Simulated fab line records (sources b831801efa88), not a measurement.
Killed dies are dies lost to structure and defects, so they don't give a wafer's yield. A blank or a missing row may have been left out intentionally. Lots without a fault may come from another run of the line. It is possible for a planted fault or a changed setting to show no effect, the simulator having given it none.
fab line records	flow gf180mcu
record lots=12	wafers=36	last-day=34
route steps=602 shown HV_LDD@192 CONTACT@291 V1@361
lots that met no fault: from a run of the same line without faults
start-h: start of the lot's first displayed wafer, in hours after the record's first day	wait-h: hours from the lot's prior step to this one	" as in the row above	L1.1+2: a row that stands for several wafers	- no value, or no start was given	* or withheld: withheld	< > ~ a bound
route shown NAME@n: a module of which the file shows steps, and the number in the route of the first	usual: mean/standard deviation of fault-free wafers	same: alike in all rows	chamber/n: place in a boat	sites: per-site readings	_std_site: the values' standard deviation	_edge_site: outer sites' mean less inner sites'	radius-mm: how far each site lies from the wafer's centre	mask NAME#n: copy n	behind: tool/chamber where the wafer was last shaped	hold: why the lot was held/for how many hours/how that ended	device: which transistor (n, p or np) failed to switch	end of line: tests of these same wafers at the route's end	for a step that has no rows: nothing shown but its recipe	killed: count of dies lost to structure and defects at first sort (not the wafer's yield)	map: a wafer's dies, marking killed ones x, the rest . and places with no die _
set.NAME: the setting the step ran with; set.NAME@STEP: the setting that earlier step ran with	model.NAME: the simulator's own value behind a step, which no gauge read
a sample of lots followed through the steps of the route, with each step as a table and each wafer as a row
services: the hour from which a tool's chamber was out of use, counted from the record's first day as start-h (under 0 if before that day), plus the number of hours and why
## steps
# step GF_HV_LDD_EXPOSE_16
# recipe mask-id=Pplus_LV_AREA	target-cd-nm=400	na=0.6	source-shape=conventional	sigma-outer=0.6	dose-mj=140
lot.wafer	tool	chamber	start-h	wait-h	mask
L211.2+4+6	iline-stepper-01	0	230.97	-	Pplus_LV_AREA#0
L212.4+5+6	iline-stepper-01	0	231.85	-	Pplus_LV_AREA#0
L213.3+4+5	iline-stepper-02	0	244.21	-	Pplus_LV_AREA#0
L214.1+3+5	iline-stepper-02	0	250.77	-	Pplus_LV_AREA#0
L218.2+3+5	iline-stepper-01	0	274.37	-	Pplus_LV_AREA#0
L221.2+3+4	iline-stepper-01	0	303.94	-	Pplus_LV_AREA#0
L222.1+3+6	iline-stepper-02	0	308.52	-	Pplus_LV_AREA#0
L223.2+3+6	iline-stepper-02	0	316.03	-	Pplus_LV_AREA#0
L229.1+2+6	iline-stepper-01	0	362.83	-	Pplus_LV_AREA#0
L230.1+2+5	iline-stepper-01	0	366.89	-	Pplus_LV_AREA#0
L232.1+3+4	iline-stepper-01	0	383.53	-	Pplus_LV_AREA#0
L234.1+3+4	iline-stepper-01	0	394.86	-	Pplus_LV_AREA#0
# step GF_HV_LDD_OVL_MEAS_20
# usual HV_LDD_01_OVL=-0.3/1.6
lot.wafer	tool	chamber	start-h	wait-h	HV_LDD_01_OVL[nm]
L211.2	overlay-02	-	240.12	0.1	-0.1
L211.4	"	-	"	"	-0.3
L211.6	"	-	"	"	-0.2
L212.4	overlay-01	-	240.73	0.1	3.2
L212.5	"	-	"	"	1.2
L212.6	"	-	"	"	0.6
L213.3	overlay-01	-	252.87	0.1	0.1
L213.4	"	-	"	"	-0.3
L213.5	"	-	"	"	0.2
L214.1	overlay-02	-	260.36	0.1	-0.5
L214.3	"	-	"	"	-0.3
L214.5	"	-	"	"	-0.7
L218.2	overlay-02	-	283.67	0.1	0.4
L218.3	"	-	"	"	-0.1
L218.5	"	-	"	"	-0.6
L221.2	overlay-01	-	314.03	0.1	0.1
L221.3	"	-	"	"	-0.2
L221.4	"	-	"	"	0.7
L222.1	overlay-02	-	318.87	0.1	-101.7
L222.3	"	-	"	"	-103.8
L222.6	"	-	"	"	-101.4
L223.2	overlay-02	-	326.22	0.1	-106.2
L223.3	"	-	"	"	-105.6
L223.6	"	-	"	"	-107.4
L229.1	overlay-02	-	373.51	0.1	2.0
L229.2	"	-	"	"	2.0
L229.6	"	-	"	"	1.1
L230.1	overlay-02	-	377.58	0.1	0.3
L230.2	"	-	"	"	2.7
L230.5	"	-	"	"	2.7
L232.1	overlay-01	-	395.16	0.1	-0.4
L232.3	"	-	"	"	-1.1
L232.4	"	-	"	"	1.5
L234.1	overlay-02	-	406.86	0.1	0.6
L234.3	"	-	"	"	-0.2
L234.4	"	-	"	"	-0.3
# step GF_CONTACT_CMP_04
# recipe material=SiO2	down-force-psi=4	platen-rpm=60	pad-velocity-m-s=0.94248
# usual motor-current-A=12.0/0.97	time-to-endpoint-s=111/5.6
lot.wafer	tool	chamber	start-h	wait-h	motor-current-A	time-to-endpoint-s
L211.2	cmp-02	0	344.56	0.0	11.7	109
L211.4	"	2	"	"	12.7	116
L211.6	"	0	"	"	12.3	116
L212.4	cmp-01	3	346.53	0.1	13.8	111
L212.6	"	2	"	"	12.0	115
L212.5	"	3	"	"	13.5	111
L213.3	cmp-02	1	361.88	0.1	12.9	115
L213.4	"	2	"	"	13.0	124
L213.5	"	3	"	"	10.6	120
L214.3	cmp-02	1	367.48	0.1	12.7	107
L214.1	"	2	"	"	13.6	108
L214.5	"	0	"	"	11.9	112
L218.2	cmp-01	1	397.12	0.3	11.8	108
L218.3	"	0	"	"	11.0	113
L218.5	"	2	"	"	12.6	111
L221.2	cmp-02	3	432.03	0.0	10.6	107
L221.3	"	0	"	"	12.5	105
L221.4	"	1	"	"	12.3	116
L222.3	cmp-02	0	438.11	0.1	12.1	105
L222.1	"	1	"	"	12.2	106
L222.6	"	2	"	"	13.4	108
L223.2	cmp-01	0	446.29	0.0	10.5	98
L223.3	"	1	"	"	11.3	104
L223.6	"	1	"	"	11.8	106
L229.2	cmp-01	3	498.92	0.0	13.2	108
L229.1	"	1	"	"	12.1	101
L229.6	"	0	"	"	11.0	114
L230.2	cmp-02	3	501.50	0.1	11.0	115
L230.1	"	0	"	"	12.4	108
L230.5	"	2	"	"	12.8	121
L232.3	cmp-02	2	519.84	0.0	13.4	112
L232.4	"	3	"	"	10.5	115
L232.1	"	1	"	"	12.0	110
L234.1	cmp-02	3	538.99	0.1	11.2	118
L234.4	"	0	"	"	12.1	126
L234.3	"	2	"	"	13.2	116
# step GF_CONTACT_CMP_27
# recipe stop-on=SiO2	down-force-psi=3.5	platen-rpm=60	t-overpolish-s=15	target-thk-nm=0	pad-velocity-m-s=0.94248
# usual motor-current-A=11.2/0.92	overpolish-run-s=15.000/0.0086	time-to-endpoint-s=72.2/2.5
lot.wafer	tool	chamber	start-h	wait-h	motor-current-A	overpolish-run-s	time-to-endpoint-s
L211.4	cmp-01	0	367.62	0.1	10.0	15.002	70.8
L211.2	"	2	"	"	11.6	15.005	70.3
L211.6	"	0	"	"	9.8	14.994	69.6
L212.4	cmp-02	2	369.94	0.0	12.6	14.997	78.0
L212.5	"	2	"	"	12.8	14.998	73.6
L212.6	"	3	"	"	9.0	14.998	72.4
L213.4	cmp-01	2	385.20	0.5	11.5	14.995	71.9
L213.3	"	3	"	"	11.7	14.996	73.6
L213.5	"	1	"	"	11.0	14.994	67.7
L214.1	cmp-01	3	391.67	0.2	12.2	15.010	73.9
L214.3	"	0	"	"	10.1	15.003	71.7
L214.5	"	3	"	"	11.7	14.994	72.8
L218.2	cmp-02	2	422.11	0.1	12.6	15.001	70.4
L218.3	"	0	"	"	10.7	14.983	69.0
L218.5	"	1	"	"	11.4	14.993	71.4
L221.3	cmp-02	2	457.62	0.1	12.6	14.997	69.4
L221.2	"	3	"	"	9.7	14.997	68.7
L221.4	"	0	"	"	11.6	14.996	68.4
L222.3	cmp-02	2	464.43	0.1	11.9	14.999	72.2
L222.1	"	3	"	"	9.8	15.001	70.6
L222.6	"	1	"	"	11.3	14.987	73.4
L223.3	cmp-01	3	472.29	0.1	12.1	15.010	68.9
L223.2	"	0	"	"	10.4	15.000	70.3
L223.6	"	3	"	"	11.9	14.991	70.6
L229.2	cmp-01	0	523.23	0.1	10.3	14.993	71.6
L229.1	"	1	"	"	10.6	14.998	69.9
L229.6	"	3	"	"	12.2	14.992	72.5
L230.2	cmp-02	1	525.76	0.1	11.6	14.983	75.6
L230.1	"	3	"	"	9.8	14.993	74.9
L230.5	"	0	"	"	11.1	14.991	73.5
L232.4	cmp-02	1	543.21	0.1	11.5	14.988	74.6
L232.1	"	2	"	"	12.4	14.996	72.9
L232.3	"	3	"	"	10.2	15.024	72.5
L234.3	cmp-02	1	563.23	0.0	11.3	14.997	74.0
L234.1	"	3	"	"	10.1	15.008	75.5
L234.4	"	0	"	"	11.4	15.005	70.9
# step GF_V1_CMP_26
# recipe stop-on=SiO2	down-force-psi=3.5	platen-rpm=60	t-overpolish-s=15	target-thk-nm=0	pad-velocity-m-s=0.94248
# usual motor-current-A=11.1/0.89	overpolish-run-s=15.000/0.0095	time-to-endpoint-s=83.9/2.7
lot.wafer	tool	chamber	start-h	wait-h	motor-current-A	overpolish-run-s	time-to-endpoint-s
L211.4	cmp-02	3	416.71	0.0	10.0	14.999	79.7
L211.2	"	2	"	"	11.8	14.976	81.7
L211.6	"	0	"	"	11.0	14.988	82.7
L212.4	cmp-02	0	417.94	0.1	11.4	14.994	79.3
L212.6	"	2	"	"	12.2	14.990	83.0
L212.5	"	3	"	"	9.9	15.012	82.5
L213.3	cmp-01	2	435.18	0.0	10.9	14.993	84.0
L213.4	"	1	"	"	10.8	14.985	80.8
L213.5	"	3	"	"	12.1	15.006	83.1
L214.3	cmp-01	1	441.95	0.1	12.1	14.993	80.3
L214.1	"	2	"	"	11.4	14.992	82.3
L214.5	"	0	"	"	10.1	15.002	80.8
L218.2	cmp-02	1	472.83	0.0	11.4	15.001	84.8
L218.3	"	0	"	"	11.6	14.999	85.4
L218.5	"	2	"	"	12.3	14.992	86.0
L221.4	cmp-01	3	508.76	0.0	11.6	14.998	85.0
L221.2	"	1	"	"	10.7	14.998	84.1
L221.3	"	2	"	"	11.4	14.994	86.1
L222.1	cmp-01	2	515.29	0.1	11.8	15.001	85.7
L222.3	"	0	"	"	10.2	15.009	85.1
L222.6	"	1	"	"	11.2	14.981	85.4
L223.2	cmp-01	0	522.45	0.1	9.8	14.984	82.8
L223.3	"	1	"	"	11.1	15.001	79.0
L223.6	"	3	"	"	13.0	14.990	81.2
L229.1	cmp-02	0	570.61	0.1	11.4	15.008	83.6
L229.2	"	1	"	"	11.4	15.005	87.1
L229.6	"	0	"	"	11.3	14.997	84.2
L230.1	cmp-02	2	573.17	0.4	12.0	15.005	88.4
L230.2	"	3	"	"	9.6	14.989	86.8
L230.5	"	0	"	"	11.5	15.010	84.8
L232.1	cmp-01	3	589.82	0.1	12.1	14.998	89.3
L232.3	"	0	"	"	10.3	14.996	85.9
L232.4	"	2	"	"	11.7	14.999	88.3
L234.4	cmp-01	0	609.05	0.0	10.0	15.002	81.2
L234.3	"	1	"	"	10.9	14.994	79.4
L234.1	"	3	"	"	12.0	15.009	82.3
## services
tool	chamber	start-h	hours	kind
cmp-01	-	232.14	4.0	pm
iline-stepper-01	-	234.89	1.7	pm
cmp-01	-	264.54	5.7	pm
cmp-01	-	286.83	0.6	repair
cmp-02	-	290.44	4.2	repair
cmp-01	-	293.20	0.7	repair
cmp-01	-	295.30	6.3	repair
cmp-02	-	299.94	3.9	repair
cmp-02	-	306.64	1.4	repair
iline-stepper-01	-	341.62	5.7	repair
cmp-01	-	361.06	0.2	repair
cmp-02	-	379.19	26.1	pm
cmp-02	-	405.33	4.0	pm
cmp-02	-	410.01	1.7	repair
iline-stepper-01	-	453.07	1.7	pm
cmp-01	-	466.89	1.9	repair
iline-stepper-01	-	473.39	9.5	repair
iline-stepper-01	-	488.95	3.4	repair
cmp-02	-	520.35	5.3	pm
iline-stepper-01	-	532.28	1.4	repair
cmp-01	-	556.35	4.9	pm
cmp-01	-	572.14	4.0	pm
cmp-01	-	580.80	0.6	repair
cmp-01	-	591.36	1.2	repair
## key
first-sign step=GF_HV_LDD_OVL_MEAS_20	reading=HV_LDD_01_OVL	direction=down	sigmas=67	usual=-0.3	struck=-104.3
effect none on later readings
met-at GF_HV_LDD_EXPOSE_16
struck-lots L222,L223
tester-left-out L222,L223
not-acting-at GF_CONTACT_CMP_04,GF_CONTACT_CMP_27,GF_V1_CMP_26
onset-between 250.77 308.52
fault kind=scanner-matching-overlay	tool=iline-stepper-02	chamber=-	onset-h=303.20	steps=GF_HV_LDD_EXPOSE_16	offset=-103.07
# tester-left-out: of these lots the tester's yield and bins aren't shown, on N5 and GAA mostly nor the transistor test; their killed dies are dies lost to structure and defects alone, not to doping, threshold or leakage, so they don't give the yield
